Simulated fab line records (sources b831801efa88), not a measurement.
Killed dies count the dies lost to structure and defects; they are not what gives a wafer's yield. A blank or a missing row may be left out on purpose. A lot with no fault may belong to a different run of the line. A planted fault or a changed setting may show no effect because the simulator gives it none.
What tool caused it? | flow gf180mcu | 24 lots with 72 wafers sampled at 3 steps, on a route of 602 steps

== WHAT THE GAUGES READ, wafer by wafer ==
GF_MIM_RS_MEAS_10: a four-point-probe measurement. Usual: MIM_ALCU_RS gives 0.1607 ohm/sq (standard deviation 0.0018).
lot  | measured     | on           | MIM_ALCU_RS (ohm/sq) | flag
L074 | day 24 10:26 | filmMetro-03 | 0.1599 0.1587 0.1597 | 
L075 | day 24 20:41 | filmMetro-04 | 0.1593 0.1605 0.1586 | 
L076 | day 25 03:31 | filmMetro-03 | 0.1613 0.1618 0.1624 | 
L077 | day 25 11:40 | filmMetro-04 | 0.1602 0.1612 0.1611 | 
L078 | day 25 17:15 | filmMetro-01 | 0.1623 0.1638 0.1614 | 
L079 | day 25 18:38 | filmMetro-01 | 0.1599 0.1609 0.1611 | 
L080 | day 26 06:54 | filmMetro-03 | 0.1569 0.1580 0.1566 | 
L081 | day 26 14:31 | filmMetro-01 | 0.1594 0.1632 0.1620 | 
L082 | day 26 23:44 | filmMetro-01 | 0.1623 0.1638 0.1645 | 
L083 | day 27 11:50 | filmMetro-01 | 0.1577 0.1578 0.1592 | 
L084 | day 27 19:10 | filmMetro-04 | 0.1587 0.1598 0.1610 | 
L085 | day 28 02:14 | filmMetro-03 | 0.1638 0.1651 0.1661 | 
L086 | day 28 12:32 | filmMetro-03 | 0.1598 0.1594 0.1597 | 
L087 | day 28 17:52 | filmMetro-03 | 0.1601 0.1608 0.1605 | 
L088 | day 28 20:04 | filmMetro-03 | 0.1615 0.1627 0.1616 | 
L089 | day 29 04:26 | filmMetro-01 | 0.1613 0.1618 0.1601 | 
L090 | day 29 16:08 | filmMetro-04 | 0.1602 0.1599 0.1608 | 
L091 | day 29 17:52 | filmMetro-01 | 0.1605 0.1607 0.1604 | 
L092 | day 29 23:56 | filmMetro-04 | 0.1568 0.1606 0.1589 | 
L093 | day 30 07:01 | filmMetro-03 | 0.1603 0.1604 0.1616 | 
L094 | day 30 18:00 | filmMetro-01 | 0.1600 0.1601 0.1592 | 
L095 | day 31 11:18 | filmMetro-03 | 0.1583 0.1593 0.1598 | 
L096 | day 31 11:59 | filmMetro-01 | 0.1626 0.1624 0.1614 | 
L097 | day 31 22:24 | filmMetro-01 | 0.1603 0.1611 0.1618 | 

== EACH LOT AND THE TOOL THAT RAN IT (in order: tool; ch and the chambers of the sampled wafers; start) ==
lot  | GF_V3_CMP_04                  | GF_MIM_SPUTTER_09
L074 | cmp-01 ch 0,1,3, day 21 08:18 | pvdSputter-04, day 24 10:22
L075 | cmp-01 ch 0,2,3, day 21 19:44 | pvdSputter-02, day 24 20:37
L076 | cmp-02 ch 0,1,3, day 22 02:54 | pvdSputter-01, day 25 03:27
L077 | cmp-02 ch 0,3, day 22 11:44   | pvdSputter-04, day 25 11:35
L078 | cmp-02 ch 0,1,3, day 22 17:51 | pvdSputter-04, day 25 17:12
L079 | cmp-02 ch 0,1,2, day 22 20:59 | pvdSputter-04, day 25 18:36
L080 | cmp-02 ch 1,2,3, day 23 09:26 | pvdSputter-02, day 26 06:52
L081 | cmp-02 ch 1,2,3, day 23 16:35 | pvdSputter-02, day 26 14:29
L082 | cmp-02 ch 1,2, day 24 01:18   | pvdSputter-01, day 26 23:40
L083 | cmp-01 ch 1,2,3, day 24 16:23 | pvdSputter-04, day 27 11:47
L084 | cmp-02 ch 0,1,2, day 24 23:24 | pvdSputter-02, day 27 19:07
L085 | cmp-01 ch 0,3, day 25 06:27   | pvdSputter-01, day 28 02:10
L086 | cmp-02 ch 1,2,3, day 25 17:13 | pvdSputter-04, day 28 12:30
L087 | cmp-02 ch 0,1,3, day 25 23:43 | pvdSputter-04, day 28 17:48
L088 | cmp-02 ch 0,2,3, day 26 02:11 | pvdSputter-04, day 28 20:01
L089 | cmp-01 ch 0,2, day 26 11:11   | pvdSputter-04, day 29 04:22
L090 | cmp-02 ch 0,1,3, day 27 00:23 | pvdSputter-02, day 29 16:05
L091 | cmp-02 ch 0,1,3, day 27 01:30 | pvdSputter-04, day 29 17:50
L092 | cmp-01 ch 0,2,3, day 27 09:08 | pvdSputter-02, day 29 23:55
L093 | cmp-01 ch 1,2, day 27 15:47   | pvdSputter-04, day 30 06:59
L094 | cmp-01 ch 1,3, day 28 03:56   | pvdSputter-04, day 30 17:58
L095 | cmp-02 ch 1,2,3, day 28 23:02 | pvdSputter-02, day 31 11:15
L096 | cmp-02 ch 0,2,3, day 29 00:34 | pvdSputter-01, day 31 11:57
L097 | cmp-02 ch 0,1,3, day 29 11:32 | pvdSputter-02, day 31 22:22
- GF_V3_CMP_04: polishes SiO2.
- GF_MIM_SPUTTER_09: material TiN, target thk 35 nm, time 29.2 s.

== WHAT THE TOOLS THEMSELVES READ (means of the sampled wafers that have a number; where no wafer has one, the mark that the record gives instead) ==
GF_V3_CMP_04. Usual: edgeZonePressureFrac 0.999, standard deviation 0.0046; motorCurrentA 12.2 A, standard deviation 1.1; timeToEndpointS 81 s, standard deviation 5.5.
lot  | tool   | edgeZonePressureFrac | motorCurrentA (A) | timeToEndpointS (s) | flag
L074 | cmp-01 | 0.997                | 12.0              | 81                  | 
L075 | cmp-01 | 0.997                | 12.4              | 81                  | 
L076 | cmp-02 | 1.000                | 12.2              | 73                  | 
L077 | cmp-02 | 1.001                | 12.7              | 76                  | 
L078 | cmp-02 | 0.999                | 12.0              | 77                  | 
L079 | cmp-02 | 0.998                | 11.3              | 84                  | 
L080 | cmp-02 | 0.998                | 12.1              | 77                  | 
L081 | cmp-02 | 0.992                | 12.2              | 76                  | 
L082 | cmp-02 | 0.996                | 11.3              | 75                  | 
L083 | cmp-01 | 0.997                | 12.4              | 83                  | 
L084 | cmp-02 | 0.997                | 11.1              | 84                  | 
L085 | cmp-01 | 0.995                | 11.9              | 86                  | 
L086 | cmp-02 | 0.995                | 12.2              | 83                  | 
L087 | cmp-02 | 1.000                | 12.2              | 75                  | 
L088 | cmp-02 | 0.998                | 12.8              | 88                  | 
L089 | cmp-01 | 0.995                | 13.0              | 82                  | 
L090 | cmp-02 | 1.002                | 11.9              | 78                  | 
L091 | cmp-02 | 0.999                | 12.2              | 78                  | 
L092 | cmp-01 | 0.998                | 12.4              | 82                  | 
L093 | cmp-01 | 0.998                | 13.5              | 78                  | 
L094 | cmp-01 | 0.998                | 12.1              | 88                  | 
L095 | cmp-02 | 1.002                | 12.3              | 74                  | 
L096 | cmp-02 | 1.002                | 12.7              | 86                  | 
L097 | cmp-02 | 1.003                | 11.7              | 83                  | 

GF_MIM_SPUTTER_09. Usual: throttleValvePct at 29.8 %, with a standard deviation of 1.2.
lot  | tool          | throttleValvePct (%) | flag
L074 | pvdSputter-04 | 29.4                 | 
L075 | pvdSputter-02 | 30.1                 | 
L076 | pvdSputter-01 | 29.3                 | 
L077 | pvdSputter-04 | 28.9                 | 
L078 | pvdSputter-04 | 29.4                 | 
L079 | pvdSputter-04 | 29.2                 | 
L080 | pvdSputter-02 | 31.3                 | 
L081 | pvdSputter-02 | 30.1                 | 
L082 | pvdSputter-01 | 29.5                 | 
L083 | pvdSputter-04 | 29.4                 | 
L084 | pvdSputter-02 | 31.4                 | 
L085 | pvdSputter-01 | 30.0                 | 
L086 | pvdSputter-04 | 29.4                 | 
L087 | pvdSputter-04 | 29.3                 | 
L088 | pvdSputter-04 | 29.4                 | 
L089 | pvdSputter-04 | 29.4                 | 
L090 | pvdSputter-02 | 30.3                 | 
L091 | pvdSputter-04 | 29.4                 | 
L092 | pvdSputter-02 | 31.3                 | 
L093 | pvdSputter-04 | 29.5                 | 
L094 | pvdSputter-04 | 29.8                 | 
L095 | pvdSputter-02 | 31.2                 | 
L096 | pvdSputter-01 | 29.8                 | 
L097 | pvdSputter-02 | 30.2                 | 

== THE ANSWER, worked out from the rows above alone ==
Rule: a lot counts as off when the mean over its wafers that have a number is more than 3 standard deviations away from the usual mean. Also off: a lot with no number at a reading for which 4 or more lots have one. Any other lot the step has rows for is counted as sound. Order of review: gauges by route order, followed by the tools' own readings, for which a lot's mean as printed above is used. The first step at which some lot is off is used, and at that step the reading that is off furthest; a lot without a number counts as furthest.
No lot is off at any reading shown: from this, nothing can be told.

== WHAT WAS PUT IN BY THE SIMULATOR ==
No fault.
